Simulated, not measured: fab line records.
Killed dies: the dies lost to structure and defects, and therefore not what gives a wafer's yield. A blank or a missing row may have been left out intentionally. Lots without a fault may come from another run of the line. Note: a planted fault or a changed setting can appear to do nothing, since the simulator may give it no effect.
fab line records	flow gf180mcu	part 1 of 2: steps 1 to 26 of 35
record: lots: 5	wafers: 15	last_day: 34
route steps=602 shown VT_IMPLANT@140 DUAL_GATE@141 POLY_GATE@157
lots untouched by any fault: they come from a run of this same line in which no faults occurred
start_h: the number of hours between the record's first day and the start of the first shown wafer of the lot	wait_h: hours elapsed since this lot's preceding step	" unchanged from the row above	L1.1+2: several wafers, shown together as one row	- no value, or no start was given	* or withheld: withheld	< > ~ a bound
route shown NAME@n: a module of which the file shows steps, and the number in the route of the first	usual: mean/standard deviation taken from wafers without a fault	same: alike in all rows	chamber/n: place in a boat	sites: per-site readings	_std_site: their standard deviation	_edge_site: inner sites' mean taken away from outer sites' mean	radius_mm: for every site, how far away it sits from the centre of the wafer	mask NAME#n: copy n	behind: tool/chamber where the wafer was last shaped	hold: why the lot was held/for how many hours/how that ended	device: whichever transistor did not switch (one of n, p or np)	end of line: tests run on the same wafers once the route is complete	a step without rows: its recipe alone	killed: at the first sort, the dies lost to defects and structure; wafer yield is something else	map: the dies of a wafer, with x for killed, . for not killed, _ for no die there
set.NAME: the setting the step ran with; set.NAME@STEP: the setting that earlier step ran with	model.NAME: the simulator's own value behind a step, which no gauge read
lots at selected steps of the route; one table per step, one row per wafer
services: the hour from which a tool's chamber was out of use, counted from the record's first day as start_h (under 0 if before that day), plus the number of hours and why
== steps ==
step: GF_VT_IMPLANT_WET_ETCH_50
recipe: chemistry: dHF	target_depth_nm: 20	target: SiO2	temp_c: 25	dilution: 100:1	time_s: 400
lot.wafer	tool	chamber	start_h	wait_h
L078.1+2+4	wet_bench-03	0	184.88	0.1
L082.3+4+6	wet_bench-03	0	211.27	0.1
L083.1+4+5	wet_bench-04	1	218.42	0.1
L095.2+4+5	wet_bench-04	1	299.81	0.1
L097.2+3+4	wet_bench-04	2	312.93	0.1
step: GF_DUAL_GATE_CLEAN_00
recipe: chemistry: SC1/SC2	mix: 1:4:20	temp_c: 70	time_s: 150
lot.wafer	tool	chamber	start_h	wait_h
L078.1+2+4	wet_bench-02	2	185.00	0.0
L082.3+4+6	wet_bench-04	0	211.39	0.0
L083.1+4+5	wet_bench-02	0	218.66	0.0
L095.2+4+5	wet_bench-02	3	299.96	0.0
L097.2+3+4	wet_bench-03	3	313.06	0.0
step: GF_DUAL_GATE_CLEAN_01
recipe: chemistry: dHF	time_s: 20	dilution: 100:1	dry: ipa_marangoni
lot.wafer	tool	chamber	start_h	wait_h
L078.1+2+4	wet_bench-04	3	185.10	0.0
L082.3+4+6	wet_bench-04	2	211.44	0.0
L083.1+4+5	wet_bench-04	2	218.71	0.0
L095.2+4+5	wet_bench-04	0	300.01	0.0
L097.2+3+4	wet_bench-04	0	313.16	0.0
step: GF_DUAL_GATE_OXIDATION_02
recipe: temp_c: 900	ambient: O2	stabilise_s: 600	purge_s: 300	target_thk_a: 108.87	ox_time_s: 1602
usual: ox_temp_c: 900.1/0.37
same: stabilise_s: 600
lot.wafer	tool	chamber	start_h	wait_h	ox_temp_c
L078.1	furnace-01	0	185.14	0.0	899.8
L078.2	"	0	"	"	899.9
L078.4	"	0	"	"	899.4
L082.3	furnace-01	0	211.51	0.1	899.7
L082.4	"	0	"	"	899.9
L082.6	"	0	"	"	899.9
L083.1	furnace-01	0	218.74	0.0	900.4
L083.4	"	0	"	"	900.1
L083.5	"	0	"	"	900.4
L095.2	furnace-01	0	300.02	0.0	900.1
L095.4	"	0	"	"	900.7
L095.5	"	0	"	"	899.9
L097.2	furnace-02	0	313.17	0.0	899.5
L097.3	"	0	"	"	899.8
L097.4	"	0	"	"	900.2
step: GF_DUAL_GATE_THK_MEAS_03
recipe: reads: SiO2_of_DUAL_GATE_OXIDATION_02
usual: DUAL_GATE_OXIDATION_00_THK: 10.90/0.22
lot.wafer	tool	chamber	start_h	wait_h	DUAL_GATE_OXIDATION_00_THK[nm]
L078.1	film_metro-03	-	186.59	0.0	11.21
L078.2	"	-	"	"	11.29
L078.4	"	-	"	"	11.32
L082.3	film_metro-01	-	212.98	0.0	11.07
L082.4	"	-	"	"	11.00
L082.6	"	-	"	"	11.03
L083.1	film_metro-01	-	220.19	0.0	11.02
L083.4	"	-	"	"	11.00
L083.5	"	-	"	"	10.92
L095.2	film_metro-03	-	301.48	0.0	10.62
L095.4	"	-	"	"	10.60
L095.5	"	-	"	"	10.47
L097.2	film_metro-04	-	314.63	0.0	11.00
L097.3	"	-	"	"	10.86
L097.4	"	-	"	"	10.85
step: GF_DUAL_GATE_DEHYDRATE_04
recipe: temp_c: 200	time_s: 60
usual: exhaust_pa: 45.2/0.96	resist_line_temp_C: 22.98/0.1
lot.wafer	tool	chamber	start_h	wait_h	exhaust_pa	resist_line_temp_C
L078.1	litho_track-04	0	194.44	7.8	43.4	22.92
L078.2	"	0	"	"	44.0	22.98
L078.4	"	0	"	"	44.4	23.13
L082.3	litho_track-02	0	221.20	8.2	45.2	22.97
L082.4	"	0	"	"	44.8	22.99
L082.6	"	0	"	"	44.6	23.20
L083.1	litho_track-02	0	228.40	8.2	44.4	22.81
L083.4	"	0	"	"	45.0	23.00
L083.5	"	0	"	"	46.2	22.93
L095.2	litho_track-02	0	310.87	9.4	45.6	23.13
L095.4	"	0	"	"	47.1	23.01
L095.5	"	0	"	"	45.9	22.99
L097.2	litho_track-04	0	324.46	9.8	44.4	22.91
L097.3	"	0	"	"	45.8	22.76
L097.4	"	0	"	"	46.3	22.92
step: GF_DUAL_GATE_HMDS_05
recipe: prime_time_s: 60	prime_temp_c: 120
usual: exhaust_pa: 45.1/0.95	resist_line_temp_C: 23.03/0.096
lot.wafer	tool	chamber	start_h	wait_h	exhaust_pa	resist_line_temp_C
L078.1	litho_track-04	0	194.59	0.1	45.4	23.16
L078.2	"	0	"	"	44.9	23.19
L078.4	"	0	"	"	45.6	23.21
L082.3	litho_track-02	0	221.35	0.1	45.9	23.09
L082.4	"	0	"	"	45.8	23.14
L082.6	"	0	"	"	44.4	23.00
L083.1	litho_track-02	0	228.55	0.1	44.2	23.05
L083.4	"	0	"	"	45.8	22.96
L083.5	"	0	"	"	44.5	22.99
L095.2	litho_track-02	0	311.02	0.1	43.8	23.08
L095.4	"	0	"	"	45.3	22.98
L095.5	"	0	"	"	44.6	22.90
L097.2	litho_track-04	0	324.61	0.1	46.3	22.96
L097.3	"	0	"	"	45.9	22.93
L097.4	"	0	"	"	46.4	23.11
step: GF_DUAL_GATE_COAT_06
recipe: resist: NOVOLAK	spin_rpm: 3000	resist_thk_nm: 1000
usual: exhaust_pa: 45.0/0.85	resist_line_temp_C: 23.00/0.1
lot.wafer	tool	chamber	start_h	wait_h	exhaust_pa	resist_line_temp_C
L078.1	litho_track-04	0	194.74	0.1	43.9	22.89
L078.2	"	0	"	"	44.3	23.10
L078.4	"	0	"	"	44.3	23.17
L082.3	litho_track-02	0	221.50	0.1	43.8	23.04
L082.4	"	0	"	"	44.5	23.09
L082.6	"	0	"	"	44.1	23.15
L083.1	litho_track-02	0	228.70	0.1	44.3	22.83
L083.4	"	0	"	"	44.0	23.10
L083.5	"	0	"	"	44.2	23.04
L095.2	litho_track-02	0	311.17	0.1	44.8	23.06
L095.4	"	0	"	"	44.3	23.06
L095.5	"	0	"	"	45.0	22.97
L097.2	litho_track-04	0	324.76	0.1	43.8	23.09
L097.3	"	0	"	"	44.9	22.99
L097.4	"	0	"	"	43.4	23.12
step: GF_DUAL_GATE_SOFTBAKE_07
recipe: temp_c: 90	time_s: 60	resist: NOVOLAK
usual: exhaust_pa: 45.2/1	resist_line_temp_C: 23.03/0.099
lot.wafer	tool	chamber	start_h	wait_h	exhaust_pa	resist_line_temp_C
L078.1	litho_track-04	0	194.89	0.1	45.0	23.00
L078.2	"	0	"	"	44.8	22.99
L078.4	"	0	"	"	46.5	23.02
L082.3	litho_track-02	0	221.65	0.1	45.4	22.99
L082.4	"	0	"	"	46.6	23.05
L082.6	"	0	"	"	44.7	23.08
L083.1	litho_track-02	0	228.85	0.1	46.0	23.02
L083.4	"	0	"	"	46.4	23.02
L083.5	"	0	"	"	45.3	22.92
L095.2	litho_track-02	0	311.32	0.1	46.6	23.05
L095.4	"	0	"	"	45.7	23.22
L095.5	"	0	"	"	47.2	23.10
L097.2	litho_track-04	0	324.91	0.1	44.1	23.07
L097.3	"	0	"	"	44.6	23.10
L097.4	"	0	"	"	43.9	23.21
step: GF_DUAL_GATE_EXPOSE_08
recipe: mask_id: Dualgate	target_cd_nm: 700	na: 0.6	source_shape: conventional	sigma_outer: 0.6	dose_mj: 140
lot.wafer	tool	chamber	start_h	wait_h	mask
L078.1+2+4	iline_stepper-01	0	-	-	Dualgate#0
L082.3+4+6	iline_stepper-02	0	-	-	Dualgate#0
L083.1+4+5	iline_stepper-01	0	-	-	Dualgate#0
L095.2+4+5	iline_stepper-02	0	-	-	Dualgate#0
L097.2+3+4	iline_stepper-01	0	-	-	Dualgate#0
step: GF_DUAL_GATE_PEB_09
recipe: temp_c: withheld	time_s: *	resist: NOVOLAK
usual: exhaust_pa: 44.6/0.92	resist_line_temp_C: *
lot.wafer	tool	chamber	start_h	wait_h	exhaust_pa	resist_line_temp_C
L078.1	litho_track-01	0	-	-	45.2	*
L078.2	"	0	"	"	44.7	*
L078.4	"	0	"	"	44.9	*
L082.3	litho_track-04	0	-	-	41.6	*
L082.4	"	0	"	"	43.3	*
L082.6	"	0	"	"	44.7	*
L083.1	litho_track-01	0	-	-	46.1	*
L083.4	"	0	"	"	43.8	*
L083.5	"	0	"	"	43.3	*
L095.2	litho_track-02	0	-	-	42.7	*
L095.4	"	0	"	"	43.8	*
L095.5	"	0	"	"	44.3	*
L097.2	litho_track-02	0	-	-	43.9	*
L097.3	"	0	"	"	44.3	*
L097.4	"	0	"	"	44.0	*
step: GF_DUAL_GATE_DEVELOP_10
recipe: develop_time_s: 60	dev_temp_c: 23
usual: exhaust_pa: 44.8/0.96	resist_line_temp_C: 22.98/0.11
lot.wafer	tool	chamber	start_h	wait_h	exhaust_pa	resist_line_temp_C
L078.1	litho_track-01	0	203.50	0.1	44.1	22.94
L078.2	"	0	"	"	44.0	22.88
L078.4	"	0	"	"	45.5	22.97
L082.3	litho_track-04	0	230.99	0.1	44.9	22.94
L082.4	"	0	"	"	44.3	22.91
L082.6	"	0	"	"	44.4	22.93
L083.1	litho_track-01	0	237.85	0.1	43.6	22.89
L083.4	"	0	"	"	44.2	22.85
L083.5	"	0	"	"	44.8	22.97
L095.2	litho_track-02	0	321.77	0.1	44.8	22.85
L095.4	"	0	"	"	44.6	22.92
L095.5	"	0	"	"	44.7	22.89
L097.2	litho_track-02	0	335.27	0.1	45.5	22.97
L097.3	"	0	"	"	45.7	22.97
L097.4	"	0	"	"	44.4	23.10
step: GF_DUAL_GATE_OVL_MEAS_11
usual: DUAL_GATE_OVL: -0.5/1.3
lot.wafer	tool	chamber	start_h	wait_h	DUAL_GATE_OVL[nm]
L078.1	overlay-02	-	203.65	0.1	-2.0
L078.2	"	-	"	"	-1.0
L078.4	"	-	"	"	-2.7
L082.3	overlay-02	-	231.10	0.1	-0.3
L082.4	"	-	"	"	-0.4
L082.6	"	-	"	"	1.3
L083.1	overlay-01	-	238.00	0.1	-0.2
L083.4	"	-	"	"	1.6
L083.5	"	-	"	"	-0.3
L095.2	overlay-01	-	321.90	0.1	-2.2
L095.4	"	-	"	"	-1.7
L095.5	"	-	"	"	-2.2
L097.2	overlay-02	-	335.40	0.1	0.8
L097.3	"	-	"	"	0.7
L097.4	"	-	"	"	2.8
step: GF_DUAL_GATE_WET_ETCH_12
recipe: chemistry: dHF	target_depth_nm: 13	dry: n2_spin	target: SiO2	temp_c: 25	dilution: 100:1	time_s: 260
lot.wafer	tool	chamber	start_h	wait_h
L078.1+2+4	wet_bench-04	1	203.69	0.0
L082.3+4+6	wet_bench-04	1	231.13	0.0
L083.1+4+5	wet_bench-02	0	238.04	0.0
L095.2+4+5	wet_bench-02	2	321.93	0.0
L097.2+3+4	wet_bench-02	3	335.43	0.0
step: GF_DUAL_GATE_STRIP_13
recipe: chemistry: O2/N2	power_w: 1400	pressure_mtorr: 1500	platen_temp_c: 250	o2_flow_sccm: 3000	n2_flow_sccm: 300	overash_fraction: 0.5
usual: drypump_motor_current_A: 5.8/0.42	heater_power_w: 332/32	oes_product_au: 0.716/0.0049	strip_time_to_endpoint_s: 12.61/0.037
lot.wafer	tool	chamber	start_h	wait_h	drypump_motor_current_A	heater_power_w	oes_product_au	rf_hours_counter_h	strip_time_to_endpoint_s
L078.1	plasma_asher-04	0	203.78	0.0	5.9	343	0.710	56	12.58
L078.2	"	1	"	"	5.9	395	0.712	56	12.63
L078.4	"	1	"	"	5.9	407	0.716	-	12.58
L082.3	plasma_asher-03	1	231.24	0.0	5.2	293	0.716	-	12.68
L082.4	"	0	"	"	6.0	328	0.715	-	12.68
L082.6	"	1	"	"	5.3	295	0.717	-	12.63
L083.1	plasma_asher-03	1	238.12	0.0	5.2	304	0.708	60	12.68
L083.4	"	0	"	"	6.0	334	0.711	-	12.70
L083.5	"	0	"	"	6.0	330	0.713	-	12.65
L095.2	plasma_asher-03	0	322.01	0.0	6.0	329	0.719	71	12.63
L095.4	"	1	"	"	5.3	296	0.720	-	12.61
L095.5	"	0	"	"	6.0	319	0.713	-	12.66
L097.2	plasma_asher-01	1	335.51	0.0	5.8	360	0.724	22	12.55
L097.3	"	1	"	"	5.8	358	0.713	-	12.54
L097.4	"	0	"	"	6.6	309	0.718	-	12.57
step: GF_DUAL_GATE_CLEAN_14
recipe: chemistry: SC1/SC2	mix: 1:4:20	temp_c: 70	time_s: 150	dry: n2_spin
lot.wafer	tool	chamber	start_h	wait_h
L078.1+2+4	wet_bench-03	3	203.88	0.1
L082.3+4+6	wet_bench-02	1	231.31	0.0
L083.1+4+5	wet_bench-04	3	238.22	0.1
L095.2+4+5	wet_bench-04	1	322.11	0.1
L097.2+3+4	wet_bench-03	0	335.61	0.1
step: GF_DUAL_GATE_OXIDATION_15
recipe: temp_c: 850	ambient: O2	stabilise_s: 600	purge_s: 300	target_thk_a: 70.98	ox_time_s: 1995
usual: ox_temp_c: 850.0/0.36
same: stabilise_s: 600
lot.wafer	tool	chamber	start_h	wait_h	ox_temp_c
L078.1	furnace-01	0	204.12	0.2	850.1
L078.2	"	0	"	"	850.2
L078.4	"	0	"	"	849.4
L082.3	furnace-02	0	231.51	0.2	850.5
L082.4	"	0	"	"	849.6
L082.6	"	0	"	"	850.2
L083.1	furnace-01	0	238.47	0.2	849.6
L083.4	"	0	"	"	849.5
L083.5	"	0	"	"	849.9
L095.2	furnace-02	0	323.17	1.0	849.1
L095.4	"	0	"	"	849.8
L095.5	"	0	"	"	849.7
L097.2	furnace-02	0	336.51	0.8	849.9
L097.3	"	0	"	"	850.0
L097.4	"	0	"	"	850.0
step: GF_POLY_GATE_CVD_00
recipe: material: poly-Si	target_thk_nm: 200	temp_c: 620	time_s: 1200	pressure_mtorr: 200
lot.wafer	tool	chamber	start_h	wait_h
L078.1+2+4	lpcvd-01	1	205.67	0.0
L082.3+4+6	lpcvd-01	1	233.30	0.2
L083.1+4+5	lpcvd-02	1	240.02	0.0
L095.2+4+5	lpcvd-01	0	324.72	0.0
L097.2+3+4	lpcvd-02	0	338.07	0.0
step: GF_POLY_GATE_THK_MEAS_01
recipe: reads: poly-Si_of_POLY_GATE_CVD_00
usual: POLY_GATE_CVD_00_THK: 200.6/1.8
lot.wafer	tool	chamber	start_h	wait_h	POLY_GATE_CVD_00_THK[nm]
L078.1	film_metro-02	-	207.00	0.0	203.1
L078.2	"	-	"	"	202.6
L078.4	"	-	"	"	201.3
L082.3	film_metro-03	-	235.32	0.0	200.5
L082.4	"	-	"	"	201.3
L082.6	"	-	"	"	201.6
L083.1	film_metro-03	-	241.36	0.0	200.2
L083.4	"	-	"	"	200.5
L083.5	"	-	"	"	201.2
L095.2	film_metro-04	-	326.07	0.0	198.2
L095.4	"	-	"	"	198.5
L095.5	"	-	"	"	196.8
L097.2	film_metro-02	-	339.41	0.0	203.0
L097.3	"	-	"	"	206.0
L097.4	"	-	"	"	203.0
step: GF_POLY_GATE_DEHYDRATE_02
recipe: temp_c: 200	time_s: 60
usual: exhaust_pa: 45.2/0.91	resist_line_temp_C: 23.00/0.11
lot.wafer	tool	chamber	start_h	wait_h	exhaust_pa	resist_line_temp_C
L078.1	litho_track-03	0	215.51	8.5	45.5	23.19
L078.2	"	0	"	"	44.9	23.15
L078.4	"	0	"	"	45.2	23.04
L082.3	litho_track-02	0	244.35	9.0	44.5	23.10
L082.4	"	0	"	"	43.5	22.94
L082.6	"	0	"	"	43.6	22.97
L083.1	litho_track-03	0	250.35	9.0	44.8	22.97
L083.4	"	0	"	"	45.9	23.04
L083.5	"	0	"	"	46.1	22.92
L095.2	litho_track-01	0	335.83	9.8	45.7	22.92
L095.4	"	0	"	"	45.8	22.87
L095.5	"	0	"	"	46.0	22.89
L097.2	litho_track-03	0	349.23	9.8	45.9	23.04
L097.3	"	0	"	"	44.4	22.97
L097.4	"	0	"	"	44.9	22.92
step: GF_POLY_GATE_HMDS_03
recipe: prime_time_s: 60	prime_temp_c: 120
usual: exhaust_pa: 45.3/0.94	resist_line_temp_C: 23.01/0.11
lot.wafer	tool	chamber	start_h	wait_h	exhaust_pa	resist_line_temp_C
L078.1	litho_track-03	0	215.66	0.1	45.9	22.90
L078.2	"	0	"	"	46.7	23.08
L078.4	"	0	"	"	46.4	23.02
L082.3	litho_track-02	0	244.50	0.1	45.3	23.06
L082.4	"	0	"	"	46.5	22.90
L082.6	"	0	"	"	45.2	23.09
L083.1	litho_track-03	0	250.50	0.1	43.4	23.11
L083.4	"	0	"	"	44.3	23.10
L083.5	"	0	"	"	43.4	23.01
L095.2	litho_track-01	0	335.98	0.1	45.9	23.06
L095.4	"	0	"	"	45.2	23.23
L095.5	"	0	"	"	45.9	23.02
L097.2	litho_track-03	0	349.38	0.1	44.4	23.01
L097.3	"	0	"	"	45.8	23.17
L097.4	"	0	"	"	45.8	22.88
step: GF_POLY_GATE_COAT_04
recipe: resist: BARC	temp_c: withheld	time_s: withheld	spin_rpm: withheld	resist_thk_nm: withheld
usual: exhaust_pa: 45.2/0.93	resist_line_temp_C: *
lot.wafer	tool	chamber	start_h	wait_h	exhaust_pa	resist_line_temp_C
L078.1	litho_track-03	0	215.81	0.1	44.5	*
L078.2	"	0	"	"	46.4	*
L078.4	"	0	"	"	45.3	*
L082.3	litho_track-02	0	244.65	0.1	44.4	*
L082.4	"	0	"	"	45.4	*
L082.6	"	0	"	"	43.0	*
L083.1	litho_track-03	0	250.65	0.1	45.9	*
L083.4	"	0	"	"	45.6	*
L083.5	"	0	"	"	44.6	*
L095.2	litho_track-01	0	336.13	0.1	45.0	*
L095.4	"	0	"	"	44.8	*
L095.5	"	0	"	"	45.4	*
L097.2	litho_track-03	0	349.53	0.1	45.5	*
L097.3	"	0	"	"	44.4	*
L097.4	"	0	"	"	44.0	*
step: GF_POLY_GATE_COAT_05
recipe: resist: KrF	spin_rpm: withheld	resist_thk_nm: 700
usual: exhaust_pa: 45.0/0.89	resist_line_temp_C: 22.99/0.1
lot.wafer	tool	chamber	start_h	wait_h	exhaust_pa	resist_line_temp_C
L078.1	litho_track-03	0	-	-	46.1	23.06
L078.2	"	0	"	"	45.5	23.11
L078.4	"	0	"	"	45.0	23.02
L082.3	litho_track-02	0	-	-	45.3	23.02
L082.4	"	0	"	"	44.6	22.95
L082.6	"	0	"	"	44.1	23.02
L083.1	litho_track-03	0	-	-	44.5	23.05
L083.4	"	0	"	"	43.8	23.02
L083.5	"	0	"	"	45.0	23.13
L095.2	litho_track-01	0	-	-	44.6	23.12
L095.4	"	0	"	"	43.7	23.01
L095.5	"	0	"	"	44.2	22.93
L097.2	litho_track-03	0	-	-	45.6	22.87
L097.3	"	0	"	"	45.7	23.06
L097.4	"	0	"	"	46.3	22.82
step: GF_POLY_GATE_SOFTBAKE_06
recipe: temp_c: 130	time_s: 60	resist: KrF
usual: exhaust_pa: 45.0/1.1	resist_line_temp_C: 22.97/0.1
lot.wafer	tool	chamber	start_h	wait_h	exhaust_pa	resist_line_temp_C
L078.1	litho_track-03	0	-	-	46.1	23.01
L078.2	"	0	"	"	45.7	22.67
L078.4	"	0	"	"	46.5	22.91
L082.3	litho_track-02	0	-	-	44.4	23.04
L082.4	"	0	"	"	45.1	22.97
L082.6	"	0	"	"	44.7	23.17
L083.1	litho_track-03	0	-	-	44.5	22.95
L083.4	"	0	"	"	44.2	22.97
L083.5	"	0	"	"	42.9	22.88
L095.2	litho_track-01	0	-	-	46.5	22.80
L095.4	"	0	"	"	45.6	22.92
L095.5	"	0	"	"	45.7	22.99
L097.2	litho_track-03	0	-	-	45.4	23.00
L097.3	"	0	"	"	45.2	22.83
L097.4	"	0	"	"	44.2	23.13
step: GF_POLY_GATE_EXPOSE_07
recipe: mask_id: Poly2	target_cd_nm: 280	na: 0.68	source_shape: conventional	sigma_outer: 0.6	dose_mj: 28
lot.wafer	tool	chamber	start_h	wait_h	mask
L078.1+2+4	krf_scanner-01	0	-	-	Poly2#0
L082.3+4+6	krf_scanner-01	0	-	-	Poly2#0
L083.1+4+5	krf_scanner-01	0	-	-	Poly2#0
L095.2+4+5	krf_scanner-01	0	-	-	Poly2#0
L097.2+3+4	krf_scanner-01	0	-	-	Poly2#0
step: GF_POLY_GATE_PEB_08
recipe: peb_temp_c: 135	peb_time_s: 90	resist: KrF
usual: exhaust_pa: 45.1/0.96	resist_line_temp_C: 23.01/0.11
same: peb_time_s: 90
lot.wafer	tool	chamber	start_h	wait_h	exhaust_pa	resist_line_temp_C
L078.1	litho_track-01	0	-	-	45.2	23.09
L078.2	"	0	"	"	44.1	22.96
L078.4	"	0	"	"	45.2	23.03
L082.3	litho_track-03	0	-	-	45.2	23.08
L082.4	"	0	"	"	44.8	22.87
L082.6	"	0	"	"	44.6	23.00
L083.1	litho_track-03	0	-	-	46.0	22.99
L083.4	"	0	"	"	45.0	23.06
L083.5	"	0	"	"	45.5	22.96
L095.2	litho_track-03	0	-	-	44.0	23.02
L095.4	"	0	"	"	45.6	22.96
L095.5	"	0	"	"	44.9	23.02
L097.2	litho_track-02	0	-	-	44.2	23.11
L097.3	"	0	"	"	43.7	23.00
L097.4	"	0	"	"	44.2	22.86
